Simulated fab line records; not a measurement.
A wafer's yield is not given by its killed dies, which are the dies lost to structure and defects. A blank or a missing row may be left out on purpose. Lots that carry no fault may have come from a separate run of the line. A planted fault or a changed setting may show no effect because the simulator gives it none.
fab line records	flow gf180mcu
record lots=11	wafers=33	last_day=34
route steps=602 shown M2@366 V3@452
lots that met no fault: taken from a fault-free run of the same line
start_h: the number of hours between the record's first day and the start of the first shown wafer of the lot	wait_h: hours from the lot's prior step to this one	" the same as in the row above	L1.1+2: several wafers, shown together as one row	- value missing, or start not given	* or withheld: withheld	< > ~ a bound
route shown NAME@n: NAME is a module with steps in the file, n the number in the route of the first one	usual: the fault-free wafers' mean and standard deviation	same: alike in all rows	chamber/n: place in a boat	sites: the reading at each site	_std_site: how widely they spread, as a standard deviation	_edge_site: mean of outer sites minus mean of inner sites	radius_mm: for every site, how far away it sits from the centre of the wafer	mask NAME#n: copy n	behind: tool/chamber where the wafer was last shaped	hold: reason for holding the lot/hours on hold/outcome of the hold	device: whichever transistor did not switch (one of n, p or np)	end of line: the same wafers' tests at the end of the route	step lacking rows: just its recipe	killed: dies that structure and defects cost at the first sort, which is not the same as the wafer's yield	map: the dies of a wafer, with x for killed, . for not killed, _ for no die there
set.NAME: the setting that was run; set.NAME@STEP: the one run at that earlier step	model.NAME: the simulator's own value behind a step, which no gauge read
steps of the route over a sample of lots; a table a step, a row a wafer
services: from which hour (start_h, from the record's first day; less than 0 if before it) a tool's chamber was out of use, for how many hours, and why
## steps
# step GF_M2_SPUTTER_04
# recipe material=TiN	target_thk_nm=50	power_w=6500	time_s=41.7	chamber_pressure_pa=0.4
# usual throttle_valve_pct=29.7/1.2
lot.wafer	tool	chamber	start_h	wait_h	throttle_valve_pct
L884.1	pvd_sputter-03	-	413.30	0.0	29.5
L884.2	"	-	"	"	29.2
L884.4	"	-	"	"	27.1
L885.1	pvd_sputter-03	-	421.99	0.0	27.5
L885.4	"	-	"	"	29.3
L885.6	"	-	"	"	30.3
L887.1	pvd_sputter-01	-	432.94	0.0	29.1
L887.2	"	-	"	"	29.8
L887.4	"	-	"	"	31.6
L890.4	pvd_sputter-04	-	465.32	0.0	29.4
L890.5	"	-	"	"	29.3
L890.6	"	-	"	"	29.5
L893.4	pvd_sputter-01	-	502.22	0.0	31.2
L893.5	"	-	"	"	31.0
L893.6	"	-	"	"	28.9
L894.2	pvd_sputter-03	-	513.08	0.0	27.6
L894.4	"	-	"	"	30.1
L894.6	"	-	"	"	29.3
L895.2	pvd_sputter-01	-	515.31	0.0	31.3
L895.3	"	-	"	"	31.0
L895.4	"	-	"	"	30.3
L903.1	pvd_sputter-04	-	578.85	0.0	31.7
L903.2	"	-	"	"	29.4
L903.4	"	-	"	"	29.8
L904.1	pvd_sputter-03	-	588.24	0.0	30.2
L904.4	"	-	"	"	29.4
L904.5	"	-	"	"	29.4
L906.2	pvd_sputter-01	-	603.80	0.0	29.8
L906.3	"	-	"	"	30.9
L906.4	"	-	"	"	31.5
L907.1	pvd_sputter-03	-	611.55	0.0	27.7
L907.3	"	-	"	"	30.2
L907.4	"	-	"	"	29.4
# step GF_M2_THK_MEAS_06
# recipe thk_meas_gauge=xrf	reads=AlCu_of_M2_SPUTTER_02
# usual M2_ALCU_THK=453/6
lot.wafer	tool	chamber	start_h	wait_h	M2_ALCU_THK[nm]
L884.1	film_metro-02	-	413.46	0.1	453
L884.2	"	-	"	"	446
L884.4	"	-	"	"	447
L885.1	film_metro-01	-	422.15	0.1	444
L885.4	"	-	"	"	455
L885.6	"	-	"	"	451
L887.1	film_metro-01	-	433.10	0.1	458
L887.2	"	-	"	"	460
L887.4	"	-	"	"	455
L890.4	film_metro-02	-	465.51	0.1	464
L890.5	"	-	"	"	455
L890.6	"	-	"	"	463
L893.4	film_metro-01	-	502.41	0.1	452
L893.5	"	-	"	"	453
L893.6	"	-	"	"	458
L894.2	film_metro-02	-	513.25	0.1	451
L894.4	"	-	"	"	458
L894.6	"	-	"	"	456
L895.2	film_metro-01	-	515.48	0.1	450
L895.3	"	-	"	"	456
L895.4	"	-	"	"	451
L903.1	film_metro-01	-	579.01	0.1	458
L903.2	"	-	"	"	452
L903.4	"	-	"	"	456
L904.1	film_metro-01	-	588.40	0.1	456
L904.4	"	-	"	"	457
L904.5	"	-	"	"	453
L906.2	film_metro-02	-	603.97	0.1	437
L906.3	"	-	"	"	445
L906.4	"	-	"	"	439
L907.1	film_metro-04	-	611.71	0.1	446
L907.3	"	-	"	"	454
L907.4	"	-	"	"	450
# step GF_M2_CD_MEAS_14
# recipe target_cd_nm=280
# usual cd_nm=279.9/1.4
lot.wafer	tool	chamber	start_h	wait_h	cd_nm
L884.1	cd_sem-01	-	437.01	0.1	280.1
L884.2	"	-	"	"	279.5
L884.4	"	-	"	"	280.3
L885.1	cd_sem-02	-	446.25	0.1	282.9
L885.4	"	-	"	"	282.7
L885.6	"	-	"	"	282.4
L887.1	cd_sem-02	-	456.94	0.1	279.7
L887.2	"	-	"	"	280.1
L887.4	"	-	"	"	281.0
L890.4	cd_sem-02	-	488.61	0.1	280.1
L890.5	"	-	"	"	280.9
L890.6	"	-	"	"	279.6
L893.4	cd_sem-01	-	525.75	0.1	279.4
L893.5	"	-	"	"	278.8
L893.6	"	-	"	"	278.8
L894.2	cd_sem-02	-	536.13	0.1	279.7
L894.4	"	-	"	"	280.2
L894.6	"	-	"	"	279.2
L895.2	cd_sem-01	-	538.72	0.1	281.3
L895.3	"	-	"	"	281.0
L895.4	"	-	"	"	282.2
L903.1	cd_sem-02	-	599.65	0.1	281.8
L903.2	"	-	"	"	281.8
L903.4	"	-	"	"	281.8
L904.1	cd_sem-02	-	608.71	0.1	278.9
L904.4	"	-	"	"	278.3
L904.5	"	-	"	"	279.7
L906.2	cd_sem-02	-	623.73	0.1	279.4
L906.3	"	-	"	"	278.8
L906.4	"	-	"	"	279.1
L907.1	cd_sem-01	-	631.69	0.1	281.3
L907.3	"	-	"	"	281.6
L907.4	"	-	"	"	281.5
# step GF_V3_CVD_23
# recipe material=W	target_thk_nm=350	time_s=104.9	temp_c=400	pressure_torr=40
# usual heater_power_w=829/110	susceptor_temp_C=400.05/0.21
lot.wafer	tool	chamber	start_h	wait_h	heater_power_w	susceptor_temp_C
L884.1	cvd_w-01	0	514.15	0.0	999	399.68
L884.2	"	1	"	"	723	400.18
L884.4	"	1	"	"	741	399.86
L885.1	cvd_w-02	0	522.93	0.0	756	399.81
L885.4	"	1	"	"	791	400.02
L885.6	"	0	"	"	784	399.93
L887.1	cvd_w-01	1	533.95	0.0	727	399.97
L887.2	"	0	"	"	1041	400.42
L887.4	"	0	"	"	1049	400.22
L890.4	cvd_w-01	0	564.55	0.1	999	400.13
L890.5	"	0	"	"	1029	399.96
L890.6	"	1	"	"	730	400.53
L893.4	cvd_w-01	0	597.36	0.1	1060	406.66
L893.5	"	1	"	"	765	406.77
L893.6	"	0	"	"	1032	406.75
L894.2	cvd_w-01	1	606.13	0.0	769	406.40
L894.4	"	1	"	"	768	406.43
L894.6	"	1	"	"	740	406.44
L895.2	cvd_w-02	1	608.47	0.0	805	400.09
L895.3	"	1	"	"	788	400.10
L895.4	"	0	"	"	781	399.83
L903.1	cvd_w-01	0	663.73	0.0	1020	399.96
L903.2	"	1	"	"	751	400.28
L903.4	"	0	"	"	1007	400.01
L904.1	cvd_w-01	0	673.24	0.0	986	399.63
L904.4	"	0	"	"	1000	399.80
L904.5	"	0	"	"	1027	399.85
L906.2	cvd_w-01	0	686.50	0.0	1038	400.12
L906.3	"	0	"	"	1015	399.97
L906.4	"	1	"	"	722	399.66
L907.1	cvd_w-02	0	694.64	0.0	792	400.27
L907.3	"	0	"	"	781	400.04
L907.4	"	1	"	"	789	399.81
# step GF_V3_RS_MEAS_24
# recipe thk_meas_gauge=four-point-probe	reads=W_of_V3_CVD_23+TiN_of_V3_SPUTTER_22+Ti_of_V3_SPUTTER_21
# usual V3_W_RS=0.327/0.0035
lot.wafer	tool	chamber	start_h	wait_h	V3_W_RS[ohm/sq]
L884.1	film_metro-02	-	514.26	0.1	0.323
L884.2	"	-	"	"	0.323
L884.4	"	-	"	"	0.323
L885.1	film_metro-04	-	523.04	0.1	0.329
L885.4	"	-	"	"	0.328
L885.6	"	-	"	"	0.324
L887.1	film_metro-02	-	534.07	0.1	0.329
L887.2	"	-	"	"	0.327
L887.4	"	-	"	"	0.325
L890.4	film_metro-04	-	564.69	0.1	0.327
L890.5	"	-	"	"	0.326
L890.6	"	-	"	"	0.331
L893.4	film_metro-04	-	597.50	0.1	0.294
L893.5	"	-	"	"	0.293
L893.6	"	-	"	"	0.291
L894.2	film_metro-04	-	606.27	0.1	0.290
L894.4	"	-	"	"	0.289
L894.6	"	-	"	"	0.290
L895.2	film_metro-03	-	608.60	0.1	0.323
L895.3	"	-	"	"	0.328
L895.4	"	-	"	"	0.324
L903.1	film_metro-04	-	663.84	0.1	0.332
L903.2	"	-	"	"	0.333
L903.4	"	-	"	"	0.333
L904.1	film_metro-02	-	673.35	0.1	0.330
L904.4	"	-	"	"	0.331
L904.5	"	-	"	"	0.328
L906.2	film_metro-03	-	686.63	0.1	0.329
L906.3	"	-	"	"	0.329
L906.4	"	-	"	"	0.331
L907.1	film_metro-03	-	694.75	0.1	0.326
L907.3	"	-	"	"	0.321
L907.4	"	-	"	"	0.329
# step GF_V3_THK_MEAS_25
# recipe thk_meas_gauge=xrf	reads=W_of_V3_CVD_23
# usual V3_W_THK=348/7.2
lot.wafer	tool	chamber	start_h	wait_h	V3_W_THK[nm]
L884.1	film_metro-02	-	514.38	0.1	355
L884.2	"	-	"	"	358
L884.4	"	-	"	"	356
L885.1	film_metro-04	-	523.16	0.1	345
L885.4	"	-	"	"	346
L885.6	"	-	"	"	351
L887.1	film_metro-02	-	534.19	0.1	353
L887.2	"	-	"	"	357
L887.4	"	-	"	"	357
L890.4	film_metro-04	-	564.78	0.1	348
L890.5	"	-	"	"	350
L890.6	"	-	"	"	341
L893.4	film_metro-04	-	597.59	0.1	385
L893.5	"	-	"	"	386
L893.6	"	-	"	"	388
L894.2	film_metro-04	-	606.38	0.1	392
L894.4	"	-	"	"	396
L894.6	"	-	"	"	391
L895.2	film_metro-03	-	608.71	0.1	344
L895.3	"	-	"	"	340
L895.4	"	-	"	"	343
L903.1	film_metro-04	-	663.96	0.1	342
L903.2	"	-	"	"	343
L903.4	"	-	"	"	339
L904.1	film_metro-02	-	673.47	0.1	355
L904.4	"	-	"	"	354
L904.5	"	-	"	"	357
L906.2	film_metro-03	-	686.74	0.1	340
L906.3	"	-	"	"	338
L906.4	"	-	"	"	337
L907.1	film_metro-03	-	694.87	0.1	340
L907.3	"	-	"	"	348
L907.4	"	-	"	"	340
# step GF_V3_CMP_26
# recipe stop_on=SiO2	down_force_psi=3.5	platen_rpm=60	t_overpolish_s=15	target_thk_nm=0	pad_velocity_m_s=0.94248
# usual motor_current_A=10.4/0.66	time_to_endpoint_s=84/3.6
lot.wafer	tool	chamber	start_h	wait_h	motor_current_A	time_to_endpoint_s
L884.2	cmp-01	3	514.49	0.1	10.3	82
L884.4	"	0	"	"	11.7	77
L884.1	"	1	"	"	10.3	82
L885.1	cmp-01	2	523.22	0.1	10.4	79
L885.4	"	1	"	"	10.3	83
L885.6	"	3	"	"	10.4	85
L887.2	cmp-01	1	534.25	0.0	10.2	80
L887.4	"	2	"	"	10.4	83
L887.1	"	3	"	"	10.2	83
L890.4	cmp-01	3	564.81	0.0	9.8	86
L890.6	"	3	"	"	10.4	82
L890.5	"	0	"	"	11.5	82
L893.4	cmp-02	1	597.67	0.1	9.4	101
L893.6	"	0	"	"	11.3	96
L893.5	"	1	"	"	8.9	105
L894.4	cmp-02	0	606.43	0.0	10.5	94
L894.2	"	1	"	"	9.3	100
L894.6	"	0	"	"	11.4	96
L895.4	cmp-02	1	608.81	0.1	9.7	87
L895.2	"	2	"	"	10.8	79
L895.3	"	3	"	"	10.2	83
L903.1	cmp-02	3	664.14	0.2	10.1	85
L903.4	"	0	"	"	10.4	84
L903.2	"	1	"	"	9.3	90
L904.1	cmp-01	3	673.81	0.3	10.0	82
L904.4	"	0	"	"	11.8	76
L904.5	"	0	"	"	11.6	78
L906.2	cmp-02	1	686.79	0.0	9.8	88
L906.4	"	3	"	"	10.1	84
L906.3	"	0	"	"	10.8	80
L907.4	cmp-01	0	694.98	0.1	11.3	77
L907.1	"	1	"	"	10.1	83
L907.3	"	2	"	"	10.5	83
## services
tool	chamber	start_h	hours	kind
cvd_w-01	-	390.00	14.0	pm
cmp-01	-	402.02	1.0	repair
cmp-02	-	404.00	4.0	pm
cvd_w-02	0	412.84	4.3	repair
cvd_w-02	1	414.91	3.8	repair
cmp-02	-	416.00	0.9	repair
cmp-01	-	421.43	22.5	pm
cmp-01	-	449.61	1.8	repair
cmp-01	-	449.86	0.4	repair
cmp-02	-	456.17	31.8	repair
cvd_w-01	-	457.35	6.0	pm
cmp-01	-	466.05	3.4	repair
cmp-01	-	478.24	2.0	repair
cmp-02	-	480.43	0.2	repair
cmp-01	-	488.82	5.5	pm
cmp-01	-	498.85	0.4	repair
cmp-02	-	537.93	1.9	repair
cmp-02	-	559.53	12.8	pm
pvd_sputter-01	-	571.73	1.6	repair
cmp-01	-	572.14	4.0	pm
cmp-02	-	575.69	0.6	repair
cmp-01	-	661.52	4.0	pm
cmp-02	-	667.25	4.3	pm
cmp-01	-	676.16	0.7	repair
## key
first_sign step=GF_V3_CVD_23	reading=susceptor_temp_C	direction=up	sigmas=31	usual=*	struck=*
effect step=GF_V3_RS_MEAS_24	reading=V3_W_RS	direction=down	sigmas=10	usual=0.327	struck=0.291
effect step=GF_V3_THK_MEAS_25	reading=V3_W_THK	direction=up	sigmas=5.9	usual=348	struck=390
effect step=GF_V3_CMP_26	reading=time_to_endpoint_s	direction=up	sigmas=3.9	usual=*	struck=*
met_at GF_V3_CVD_23
struck_lots L893,L894
not_acting_at GF_M2_SPUTTER_04,GF_M2_THK_MEAS_06,GF_M2_CD_MEAS_14
onset_between 564.55 597.36
fault kind=process_parameter_drift	tool=cvd_w-01	chamber=-	onset_h=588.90	steps=GF_V3_CVD_23	channel=temp_c	offset=*	shape=step	end_h=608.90	acts_in=*	stated=*
